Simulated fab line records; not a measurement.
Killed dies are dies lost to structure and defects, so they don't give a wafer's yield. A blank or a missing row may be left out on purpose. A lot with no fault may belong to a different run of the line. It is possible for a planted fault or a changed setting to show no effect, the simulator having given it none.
A single fault, viewed from 2 desks	flow gf180mcu	numbers are kept per desk, each desk with only its own; the story behind them comes last

FOR THE TOOL OWNER'S DESK: implanter-02
The tool's own readings at GF_MVSD_IMPLANT_08, given as means over the sampled wafers that have a number, one for each lot that went through this tool. Marked OUT: a lot whose mean sits more than 4 standard deviations from the usual mean, which makes it out of limits; the brackets give that distance.
Columns: A = beam_on_s at GF_MVSD_IMPLANT_08, usual 9.99 s; B = end_station_pressure_torr at GF_MVSD_IMPLANT_08, usual 5.06e-06 Torr; C = faraday_current_uA at GF_MVSD_IMPLANT_08, usual 90.3
lot	first seen here	A	B	C
L348	day 5 04:10	9.88	5.00e-06	91.2
L353	day 6 10:25	9.80	5.18e-06	92.2
L356	day 7 01:34	10.03	5.04e-06	90.0
L357	day 7 12:58	9.92	4.84e-06	90.8
L358	day 7 13:56	10.08	5.02e-06	89.3
L361	day 8 06:10	11.55 (+7.8) OUT	7.87e-05 (+99 or more) OUT	76.6 (-8.0) OUT
L363	day 8 18:39	11.47 (+7.4) OUT	7.84e-05 (+99 or more) OUT	77.3 (-7.7) OUT
This desk finds L361, L363 out of limits, L361 being first, at day 8 06:10 (beam_on_s at GF_MVSD_IMPLANT_08). L348, L353, L356, L357, L358 stayed within limits.

THE METROLOGY DESK
What the gauges read for every lot (on any tool): the sampled wafers with a number, averaged. Marked OUT: a lot whose mean sits more than 4 standard deviations from the usual mean, which makes it out of limits; the brackets give that distance.
Columns: A = STI_OXIDATION_THK at GF_STI_THK_MEAS_02, usual 10.01 nm; B = MVSD_TW at GF_MVSD_TW_MEAS_11, usual 1588; C = MVSD_RS at GF_VT_IMPLANT_RS_MEAS_46, usual 456.4 ohm/sq; D = V1_OVL at GF_V1_OVL_MEAS_15, usual -3 nm
lot	first seen here	A	B	C	D
L348	day 2 02:45	10.25	1588	457.8	-4
L350	day 2 12:31	9.89	1588	455.7	-7
L351	day 2 17:34	9.91	1570	457.6	-11
L353	day 3 03:31	10.17	1583	456.5	-0
L355	day 3 13:31	9.81	1591	456.3	-8
L356	day 3 18:56	9.84	1598	455.9	-8
L357	day 4 02:16	10.28	1580	455.4	-5
L358	day 4 04:53	10.20	1587	456.7	-6
L359	day 4 09:31	9.72	1589	455.2	-4
L361	day 4 19:31	9.89	1656 (+6.2) OUT	428.1 (-24) OUT	-6
L363	day 5 05:32	9.57	1662 (+6.7) OUT	427.5 (-24) OUT	-2
L368	day 6 06:56	10.31	1583	456.3	6
This desk's finding: out of limits on L361, L363; first on L361, day 8 06:34 (MVSD_TW at GF_MVSD_TW_MEAS_11). L348, L350, L351, L353, L355, L356, L357, L358, L359, L368 stayed within limits.

ALL TOGETHER
On L361, L363, at day 8 06:10, an alarm was possible from the tool owner's desk.
An alarm was possible from the metrology desk at day 8 06:34, on L361, L363.
GF_MVSD_IMPLANT_08 was run on implanter-02 by each of the lots named.

WHAT THE SIMULATOR HAD INSERTED
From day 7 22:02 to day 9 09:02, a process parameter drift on implanter-02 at GF_MVSD_IMPLANT_08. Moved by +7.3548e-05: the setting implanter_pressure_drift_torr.
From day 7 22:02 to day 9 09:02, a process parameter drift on implanter-02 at GF_MVSD_IMPLANT_08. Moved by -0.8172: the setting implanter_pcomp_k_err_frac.
Struck lots among those shown: L361, L363.
Counting hours from when the fault started, the first reading out of limits came at 8 for the tool owner's desk and at 9 for the metrology desk.
